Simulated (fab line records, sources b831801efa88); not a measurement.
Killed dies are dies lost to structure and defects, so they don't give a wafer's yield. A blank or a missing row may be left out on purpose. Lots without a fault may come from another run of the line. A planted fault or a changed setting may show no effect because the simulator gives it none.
One fault seen from 2 desks | flow sky130 | each desk has only its own numbers; what lay behind them comes last

THE TOOL OWNER'S DESK: cvd_w-01
The tool's own readings at SKY_VIA4_CVD_18 (deposits W, target thk 505 nm, time 152.14 s): means of the sampled wafers that have a number, for each lot that ran on this tool. A lot is out of limits, marked OUT, if its mean lies more than 4 standard deviations from the usual mean; the brackets give that distance.
Columns: A = chamber_pressure_Torr at SKY_VIA4_CVD_18, usual 39.98 Torr; B = heater_power_w at SKY_VIA4_CVD_18, usual 893 W; C = susceptor_temp_C at SKY_VIA4_CVD_18, usual 400.00 C
lot  | first seen here | A     | B   | C
L978 | day 43 11:37    | 39.98 | 866 | 400.00
L980 | day 43 23:46    | 40.01 | 863 | 400.27
L979 | day 44 02:01    | 39.89 | 870 | 399.78
L986 | day 45 17:50    | 40.01 | 847 | 400.13
L988 | day 46 07:28    | 39.97 | 866 | 398.28 (-6.9) OUT
This desk's finding: out of limits on L988; first on L988, day 46 07:28 (susceptor_temp_C at SKY_VIA4_CVD_18). In limits: L978, L980, L979, L986.

THE METROLOGY DESK
What the gauges read, lot by lot, whatever tool the lot ran on: means of the sampled wafers that have a number. A lot is out of limits, marked OUT, if its mean lies more than 4 standard deviations from the usual mean; the brackets give that distance.
Columns: A = CAP2M_OVL at SKY_CAP2M_OVL_MEAS_12, usual 1.2 nm; B = VIA4_W_RS at SKY_VIA4_RS_MEAS_19, usual 0.2258 ohm/sq; C = VIA4_W_THK at SKY_VIA4_THK_MEAS_20, usual 506 nm
lot  | first seen here | A    | B      | C
L977 | day 41 05:55    | 2.0  | 0.2264 | 504
L978 | day 41 11:39    | -0.3 | 0.2259 | 502
L980 | day 41 23:11    | 0.5  | 0.2243 | 512
L979 | day 42 01:24    | 3.6  | 0.2300 | 486
L982 | day 42 08:33    | 1.9  | 0.2280 | 503
L985 | day 43 07:13    | 2.5  | 0.2235 | 512
L986 | day 43 18:49    | 1.8  | 0.2265 | 507
L988 | day 44 07:54    | 0.8  | 0.2332 | 492
L992 | day 45 10:49    | 2.1  | 0.2264 | 504
L995 | day 46 03:51    | 0.5  | 0.2239 | 505
L994 | day 46 05:48    | 0.7  | 0.2268 | 504
This desk's finding: nothing out of limits on any of the 11 lots.

PUT TOGETHER
The tool owner's desk could have raised an alarm at day 46 07:28, on L988.
The metrology desk saw nothing out of limits.
The metrology desk has L988 on record, within its limits.
Of the lots named, all ran SKY_VIA4_CVD_18 on cvd_w-01.

WHAT THE SIMULATOR HAD PUT IN
Process parameter drift: cvd_w-01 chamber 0, from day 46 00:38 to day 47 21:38, at SKY_VIA4_CVD_18. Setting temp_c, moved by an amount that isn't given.
Lots struck among those shown: L988.
Hours from the fault's start to each desk's first reading out of limits: the tool owner's desk, 7.
